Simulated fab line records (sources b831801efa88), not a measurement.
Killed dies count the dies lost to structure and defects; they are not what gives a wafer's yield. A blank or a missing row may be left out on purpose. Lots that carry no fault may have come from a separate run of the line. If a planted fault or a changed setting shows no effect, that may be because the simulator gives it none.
Struck lot and sound lot, side by side + flow sky130 + 43 out of 708 route steps
Sound: these wafers, L430.2, L430.4, L430.5. The struck wafers were L442.3, L442.5, L442.6. The cause is given at the end.
Order at every step that has rows: each side's tool, ch and its chambers, its first start. Under that, the readings that differ: sound wafers + struck wafers + difference of the means + sigmas: that difference in standard deviations of wafers without a fault.
alike: readings with means less than 2 such deviations apart, plus words and numbers identical on both sides. not compared: withheld readings, readings lacking a value on some wafer, bounds such as >300 that could conceal the same value, and numbers that have no deviation in the record and whose values overlap.
Wherever a step has rows on one side only, a row that says differs or no value, or a row with sigmas, the two part there. Numbers that don't overlap but have no deviation are shown without sigmas and don't part them. A reading that every wafer of one side lacks parts them only if that side has two wafers or more.

first, 2 steps without rows for these wafers: SKY_DNWELL_DEVELOP_06 (develop time 60 s); SKY_DNWELL_IMPLANT_07.
SKY_DNWELL_STRIP_08: strips in O2/N2.
  sound on plasma asher-01 ch 0,1, day 5 07:19; struck on plasma asher-03 ch 0,1, day 7 08:48
  alike: drypump motor current A, oes product au, strip time to endpoint s
  not compared: rf hours counter h
SKY_DNWELL_TW_MEAS_09:
  sound on film metro-03, day 5 07:25; struck on film metro-04, day 7 08:53
  alike: DNWELL_TW
then, 7 steps without rows for these wafers: SKY_PWDE_DEHYDRATE_00 (time 60 s); SKY_PWDE_HMDS_01 (prime time 60 s); SKY_PWDE_COAT_02 (resist thk 3000 nm); SKY_PWDE_SOFTBAKE_03; SKY_PWDE_EXPOSE_04 (exposes mask PWDEM, target cd 840 nm); SKY_PWDE_PEB_05; SKY_PWDE_DEVELOP_06 (develop time 60 s).
SKY_PWDE_OVL_MEAS_07:
  sound on overlay-01, day 6 00:53; struck on overlay-02, day 8 05:11
  alike: PWDE_OVL
SKY_PWDE_IMPLANT_08:
  sound on implanter-01 ch 0, day 6 00:56; struck on implanter-01 ch 0, day 8 05:15
| reading            | sound                       | struck                      | difference | sigmas      |
|--------------------|-----------------------------|-----------------------------|------------|-------------|
| dose ions cm2      | 3.607e+12 3.597e+12 3.6e+12 | 4.53e+12 4.532e+12 4.53e+12 | +9.29e+11  | +99 or more |
| faraday current uA | 19.6 20.2 20.0              | 25.7 26.1 25.2              | +5.7       | +14         |
  alike: end station pressure torr
SKY_PWDE_STRIP_09: strips in O2/N2.
  sound on plasma asher-01 ch 0,1, day 6 01:04; struck on plasma asher-01 ch 0,1, day 8 05:23
  alike: drypump motor current A, oes product au, strip time to endpoint s
  not compared: rf hours counter h
SKY_PWDE_TW_MEAS_10:
  sound on film metro-04, day 6 01:10; struck on film metro-02, day 8 05:42
| reading | sound             | struck            | difference | sigmas |
|---------|-------------------|-------------------|------------|--------|
| PWDE_TW | 373.3 375.5 375.6 | 401.6 402.7 402.4 | +27.4      | +17    |
  not compared: hold
then, 6 steps without rows for these wafers: SKY_NWELL_HMDS_04 (prime time 60 s); SKY_NWELL_COAT_05 (resist thk 3000 nm); SKY_NWELL_SOFTBAKE_06; SKY_NWELL_EXPOSE_07 (exposes mask NWM, target cd 840 nm); SKY_NWELL_PEB_08; SKY_NWELL_DEVELOP_09 (develop time 60 s).
SKY_NWELL_OVL_MEAS_10:
  sound on overlay-01, day 6 19:31; struck on overlay-02, day 9 02:19
| reading           | sound       | struck         | difference | sigmas |
|-------------------|-------------|----------------|------------|--------|
| NWELL_00_OVL (nm) | 0.5 1.0 0.9 | -2.0 -3.8 -1.5 | -3.2       | -2     |
then, 3 steps without rows for these wafers: SKY_NWELL_IMPLANT_11; SKY_NWELL_IMPLANT_12; SKY_NWELL_IMPLANT_13.
SKY_NWELL_STRIP_14: strips in O2/N2.
  sound on plasma asher-04 ch 0,1, day 6 20:00; struck on plasma asher-04 ch 0,1, day 9 02:50
  alike: drypump motor current A, oes product au, strip time to endpoint s
  not compared: rf hours counter h
SKY_NWELL_TW_MEAS_15:
  sound on film metro-02, day 6 20:07; struck on film metro-04, day 9 02:55
  alike: NWELL_TW
then, 7 steps without rows for these wafers: SKY_NWELL_DEHYDRATE_16 (time 60 s); SKY_NWELL_HMDS_17 (prime time 60 s); SKY_NWELL_COAT_18 (resist thk 3000 nm); SKY_NWELL_SOFTBAKE_19; SKY_NWELL_EXPOSE_20 (exposes mask NWM COMPLEMENT, target cd 840 nm); SKY_NWELL_PEB_21; SKY_NWELL_DEVELOP_22 (develop time 60 s).
SKY_NWELL_OVL_MEAS_23:
  sound on overlay-01, day 7 15:38; struck on overlay-02, day 10 01:08
  alike: NWELL_01_OVL
next, for these wafers, 1 step has no rows: SKY_NWELL_IMPLANT_24.
SKY_NWELL_STRIP_25: strips in O2/N2.
  sound on plasma asher-04 ch 0,1, day 7 15:49; struck on plasma asher-03 ch 0,1, day 10 01:21
| reading                      | sound             | struck            | difference | sigmas |
|------------------------------|-------------------|-------------------|------------|--------|
| strip time to endpoint s (s) | 36.93 36.91 36.91 | 37.17 37.10 37.11 | +0.21      | +2     |
  alike: drypump motor current A, oes product au
  not compared: rf hours counter h
SKY_NWELL_TW_MEAS_26:
  sound on film metro-03, day 7 15:55; struck on film metro-03, day 10 01:26
  alike: NWELL_2_TW
then, 1 step without rows for these wafers: SKY_NWELL_CLEAN_27 (cleans in SC1/SC2, time 150 s).
SKY_NWELL_RTA_28: time 30 s.
  sound on rtp anneal-01 ch 0, day 7 16:02; struck on rtp anneal-01 ch 0, day 10 01:34
  alike: lamp power pct, wafer_temp_C_max
SKY_NWELL_RS_MEAS_29: measures by four-point-probe.
  sound on film metro-04, day 7 16:08; struck on film metro-04, day 10 01:40
  alike: NWELL_RS
SKY_NWELL_RS_MEAS_31: measures by four-point-probe.
  sound on film metro-04, day 7 16:23; struck on film metro-04, day 10 02:12
| reading          | sound          | struck         | difference | sigmas |
|------------------|----------------|----------------|------------|--------|
| PWDE_RS (ohm/sq) | 5270 5271 5267 | 4378 4373 4385 | -891       | -47    |
  not compared: hold
SKY_PAD_OPEN_PROBE_99:
  rows exist in the record for the sound wafers here (prober-02, day 47 18:20), none for the struck ones

== WHERE THEY PART ==
At SKY_PWDE_IMPLANT_08 first; at SKY_PAD_OPEN_PROBE_99 last (within this record only).

WHY: whatever the simulator had introduced
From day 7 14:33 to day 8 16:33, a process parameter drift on implanter-01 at SKY_PWDE_IMPLANT_08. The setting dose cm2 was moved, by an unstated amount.
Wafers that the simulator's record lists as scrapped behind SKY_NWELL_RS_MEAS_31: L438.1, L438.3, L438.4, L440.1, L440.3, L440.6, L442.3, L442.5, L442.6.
